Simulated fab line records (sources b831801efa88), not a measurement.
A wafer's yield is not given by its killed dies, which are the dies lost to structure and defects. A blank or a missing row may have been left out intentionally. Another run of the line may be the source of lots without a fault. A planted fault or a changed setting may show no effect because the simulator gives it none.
Which tool is to blame? || flow gf180mcu || 6 lots, 18 wafers sampled, at 3 steps of a route of 602

== WHAT EACH GAUGE READ, for each wafer ==
GF_VT_IMPLANT_TW_MEAS_21.
{"lot": "L171", "measured": "day 7 13:21", "on": "filmMetro-02", "VT_IMPLANT_2_TW": "1209 1204 1207"}
{"lot": "L174", "measured": "day 8 09:41", "on": "filmMetro-01", "VT_IMPLANT_2_TW": "1213 1220 1208"}
{"lot": "L177", "measured": "day 8 19:54", "on": "filmMetro-01", "VT_IMPLANT_2_TW": "1210 1215 1218"}
{"lot": "L183", "measured": "day 10 14:48", "on": "filmMetro-03", "VT_IMPLANT_2_TW": "30 30 30"}
{"lot": "L185", "measured": "day 11 02:00", "on": "filmMetro-03", "VT_IMPLANT_2_TW": "30 30 30"}
{"lot": "L190", "measured": "day 12 09:20", "on": "filmMetro-03", "VT_IMPLANT_2_TW": "1218 1216 1222"}

== WHAT TOOL EACH LOT RAN ON (gives the tool, then ch and the chambers of the sampled wafers, and finally the start) ==
{"lot": "L171", "GF_VT_IMPLANT_STRIP_09": "plasmaAsher-03 ch 0,1, day 6 22:11", "GF_VT_IMPLANT_STRIP_20": "plasmaAsher-03 ch 0,1, day 7 13:14"}
{"lot": "L174", "GF_VT_IMPLANT_STRIP_09": "plasmaAsher-03 ch 0,1, day 7 16:23", "GF_VT_IMPLANT_STRIP_20": "plasmaAsher-03 ch 0,1, day 8 09:36"}
{"lot": "L177", "GF_VT_IMPLANT_STRIP_09": "plasmaAsher-03 ch 0,1, day 8 03:11", "GF_VT_IMPLANT_STRIP_20": "plasmaAsher-04 ch 0,1, day 8 19:48"}
{"lot": "L183", "GF_VT_IMPLANT_STRIP_09": "plasmaAsher-03 ch 0,1, day 9 20:36", "GF_VT_IMPLANT_STRIP_20": "plasmaAsher-04 ch 0,1, day 10 14:42"}
{"lot": "L185", "GF_VT_IMPLANT_STRIP_09": "plasmaAsher-03 ch 0,1, day 10 07:25", "GF_VT_IMPLANT_STRIP_20": "plasmaAsher-02 ch 0,1, day 11 01:54"}
{"lot": "L190", "GF_VT_IMPLANT_STRIP_09": "plasmaAsher-03 ch 0,1, day 11 13:56", "GF_VT_IMPLANT_STRIP_20": "plasmaAsher-02 ch 0,1, day 12 09:14"}
- GF_VT_IMPLANT_STRIP_09: strips in O2/N2.
- GF_VT_IMPLANT_STRIP_20: strips in O2/N2.

== THE ANSWER, worked out from the rows above alone ==
Rule: what is usual is taken from the lots themselves. Put in order of their means at a reading, lots are off if they are a third of the lots or fewer, leave a main group of 4 or more, and stand apart from it by a gap of 3 or more times the standard deviation of the main group's means; of several such gaps the widest counts. A main group whose means are all the same, to the digits that the tables above print for the reading, isn't used. Also off: a lot with no number at a reading for which 4 or more lots have one. Any other lot the step has rows for is counted as sound.
Off: at GF_VT_IMPLANT_TW_MEAS_21 (VT_IMPLANT_2_TW), L183, L185. The main group has a mean of 1213 with a standard deviation of 4.3.
If a tool, at a process step before that reading, ran all the lots that are off and no sound lot after the first of them, it fits. Gauges at GF_VT_IMPLANT_TW_MEAS_21: tried the same way as those tools. Not one of the candidates tried fits.

== WHAT THE SIMULATOR PUT IN ==
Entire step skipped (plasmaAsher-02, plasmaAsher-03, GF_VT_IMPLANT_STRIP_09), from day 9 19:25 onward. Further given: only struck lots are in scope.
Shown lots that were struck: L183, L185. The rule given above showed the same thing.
